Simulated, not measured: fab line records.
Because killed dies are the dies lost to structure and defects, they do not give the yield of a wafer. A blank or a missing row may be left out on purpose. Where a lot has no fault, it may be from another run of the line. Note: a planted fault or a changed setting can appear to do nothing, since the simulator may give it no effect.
Split-lot study || flow sfq line || 5 lots, 19 wafers read, on a route of 325 steps

== THE SPLIT ==
At SFQ_TRILAYER_M1_LITHO_COAT_044 (resist thk 62 nm), the setting resist thk nm was moved away from the recipe's 62 nm on 5 of the 19 wafers read, by -5.5% to +3.8%. All remaining wafers had this setting at the recipe value.

== FROM THE SPLIT TO THE READING: what the file shows between them, 3 steps ==
- SFQ_TRILAYER_M1_LITHO_EXPOSE_040: exposes mask M1, target cd 500 nm (also split here: dose mj)
- SFQ_TRILAYER_M1_LITHO_PEB_042: peb time 60 s
- SFQ_TRILAYER_M1_LITHO_DEVELOP_041: time 60 s

== THE READING ==
etch.depth nm (the simulator's own value, which no gauge read), in nm, at SFQ_TRILAYER_M1_BARC_OPEN_METAL_ETCH_054 (etches BARC in O2, target depth 125 nm, time 41.7 s). There is no usual value for it anywhere in the file. Here, 14 wafers ran the recipe; their average is 62.05 nm with a standard deviation of 0.21 nm.

{"wafer": "L074.1", "tool, chamber at the split": "litho track-04, 0", "resist thk nm as run, nm": 62, "against the recipe": "recipe", "etch.depth nm, nm": 62.3, "against lot-mates on the recipe": "-"}
{"wafer": "L074.2", "tool, chamber at the split": "litho track-04, 0", "resist thk nm as run, nm": 64.33, "against the recipe": "+3.8%", "etch.depth nm, nm": 64.52, "against lot-mates on the recipe": "+2.25"}
{"wafer": "L074.4", "tool, chamber at the split": "litho track-04, 0", "resist thk nm as run, nm": 62, "against the recipe": "recipe", "etch.depth nm, nm": 62.23, "against lot-mates on the recipe": "-"}
{"wafer": "L074.5", "tool, chamber at the split": "litho track-04, 0", "resist thk nm as run, nm": 64.33, "against the recipe": "+3.8%", "etch.depth nm, nm": 64.5, "against lot-mates on the recipe": "+2.23"}
{"wafer": "L074.6", "tool, chamber at the split": "litho track-04, 0", "resist thk nm as run, nm": 64.33, "against the recipe": "+3.8%", "etch.depth nm, nm": 64.31, "against lot-mates on the recipe": "+2.05"}
{"wafer": "L075.1", "tool, chamber at the split": "litho track-02, 0", "resist thk nm as run, nm": 62, "against the recipe": "recipe", "etch.depth nm, nm": 62.24, "against lot-mates on the recipe": "-"}
{"wafer": "L075.2", "tool, chamber at the split": "litho track-02, 0", "resist thk nm as run, nm": 62, "against the recipe": "recipe", "etch.depth nm, nm": 62.12, "against lot-mates on the recipe": "-"}
{"wafer": "L075.3", "tool, chamber at the split": "litho track-02, 0", "resist thk nm as run, nm": 62, "against the recipe": "recipe", "etch.depth nm, nm": 62.13, "against lot-mates on the recipe": "-"}
{"wafer": "L076.3", "tool, chamber at the split": "litho track-02, 0", "resist thk nm as run, nm": 62, "against the recipe": "recipe", "etch.depth nm, nm": 61.59, "against lot-mates on the recipe": "-"}
{"wafer": "L076.4", "tool, chamber at the split": "litho track-02, 0", "resist thk nm as run, nm": 58.61, "against the recipe": "-5.5%", "etch.depth nm, nm": 58.37, "against lot-mates on the recipe": -3.22}
{"wafer": "L076.6", "tool, chamber at the split": "litho track-02, 0", "resist thk nm as run, nm": 58.61, "against the recipe": "-5.5%", "etch.depth nm, nm": 58.43, "against lot-mates on the recipe": -3.16}
{"wafer": "L078.1", "tool, chamber at the split": "litho track-04, 0", "resist thk nm as run, nm": 62, "against the recipe": "recipe", "etch.depth nm, nm": 61.8, "against lot-mates on the recipe": "-"}
{"wafer": "L078.4", "tool, chamber at the split": "litho track-04, 0", "resist thk nm as run, nm": 62, "against the recipe": "recipe", "etch.depth nm, nm": 61.71, "against lot-mates on the recipe": "-"}
{"wafer": "L078.5", "tool, chamber at the split": "litho track-04, 0", "resist thk nm as run, nm": 62, "against the recipe": "recipe", "etch.depth nm, nm": 61.86, "against lot-mates on the recipe": "-"}
{"wafer": "L083.1", "tool, chamber at the split": "litho track-01, 0", "resist thk nm as run, nm": 62, "against the recipe": "recipe", "etch.depth nm, nm": 62.13, "against lot-mates on the recipe": "-"}
{"wafer": "L083.2", "tool, chamber at the split": "litho track-01, 0", "resist thk nm as run, nm": 62, "against the recipe": "recipe", "etch.depth nm, nm": 62.2, "against lot-mates on the recipe": "-"}
{"wafer": "L083.3", "tool, chamber at the split": "litho track-01, 0", "resist thk nm as run, nm": 62, "against the recipe": "recipe", "etch.depth nm, nm": 62.04, "against lot-mates on the recipe": "-"}
{"wafer": "L083.4", "tool, chamber at the split": "litho track-01, 0", "resist thk nm as run, nm": 62, "against the recipe": "recipe", "etch.depth nm, nm": 62.17, "against lot-mates on the recipe": "-"}
{"wafer": "L083.5", "tool, chamber at the split": "litho track-01, 0", "resist thk nm as run, nm": 62, "against the recipe": "recipe", "etch.depth nm, nm": 62.12, "against lot-mates on the recipe": "-"}

THE FIT
A straight line over all 19 wafers: etch.depth nm changes by +0.655 nm for each +1% of resist thk nm; r = +0.99; the points scatter about the line by 0.2 nm.
The same after taking each lot's own level away (the mean of its wafers on the recipe; 19 wafers): +0.582 nm for each +1%; r = +1.00; scatter 0.062 nm.
On that fit, the largest move of resist thk nm shifts the reading by 3.2 nm.
The lots' own levels span 61.590 to 62.265 nm, that is 3.2 times the standard deviation above.
So the slope is not independent of the lot-to-lot level: the two fits are not the same.
Check: with one of the wafers moved furthest among these (-5.5%) left out of the fit, the line predicts -3.16 nm for it against its lot-mates. Against them it came out at -3.22 nm.

== OTHER SPLITS ON THESE WAFERS ==
These wafers also went through other splits before the reading. Each is held against what the fit with the lots' levels taken away leaves over:
{"other split on the same wafers": "SFQ_TRILAYER_INCOMING_OXIDATION_002 ox time s", "wafers away from the commonest value": 13, "r with etch.depth nm (lot level and that fit taken away)": "+0.01"}
{"other split on the same wafers": "SFQ_TRILAYER_L0_VIA_LITHO_COAT_013 spin rpm", "wafers away from the commonest value": 6, "r with etch.depth nm (lot level and that fit taken away)": -0.25}
{"other split on the same wafers": "SFQ_TRILAYER_M0_LITHO_COAT_026 resist thk nm", "wafers away from the commonest value": 8, "r with etch.depth nm (lot level and that fit taken away)": "+0.09"}
{"other split on the same wafers": "SFQ_TRILAYER_M0_LITHO_EXPOSE_022 dose mj", "wafers away from the commonest value": 5, "r with etch.depth nm (lot level and that fit taken away)": -0.29}
{"other split on the same wafers": "SFQ_TRILAYER_I0_VIA_LITHO_COAT_036 resist thk nm", "wafers away from the commonest value": 3, "r with etch.depth nm (lot level and that fit taken away)": "+0.29"}
{"other split on the same wafers": "SFQ_TRILAYER_M1_LITHO_EXPOSE_040 dose mj", "wafers away from the commonest value": 9, "r with etch.depth nm (lot level and that fit taken away)": -0.11}

== THE WHOLE CHAIN: every reading that the file lists as answering this split, in the file's order ==
{"step": "SFQ_TRILAYER_M1_LITHO_COAT_044", "what it does": "resist thk 62 nm", "reading": "BARC_of_TRILAYER_M1_LITHO_COAT_044.thk nm (the simulator's own value, which no gauge read)", "change (the file's fit)": "+0.599 nm for each +1% of the setting", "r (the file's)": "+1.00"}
{"step": "SFQ_TRILAYER_M1_BARC_OPEN_METAL_ETCH_054", "what it does": "etches BARC in O2, target depth 125 nm, time 41.7 s", "reading": "etch.depth nm (the simulator's own value, which no gauge read)", "change (the file's fit)": "+0.582 nm for each +1% of the setting", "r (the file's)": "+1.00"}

== THE FILE'S OWN FIT ==
etch.depth nm changes by +0.582 nm for each +1% of resist thk nm, r = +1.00.
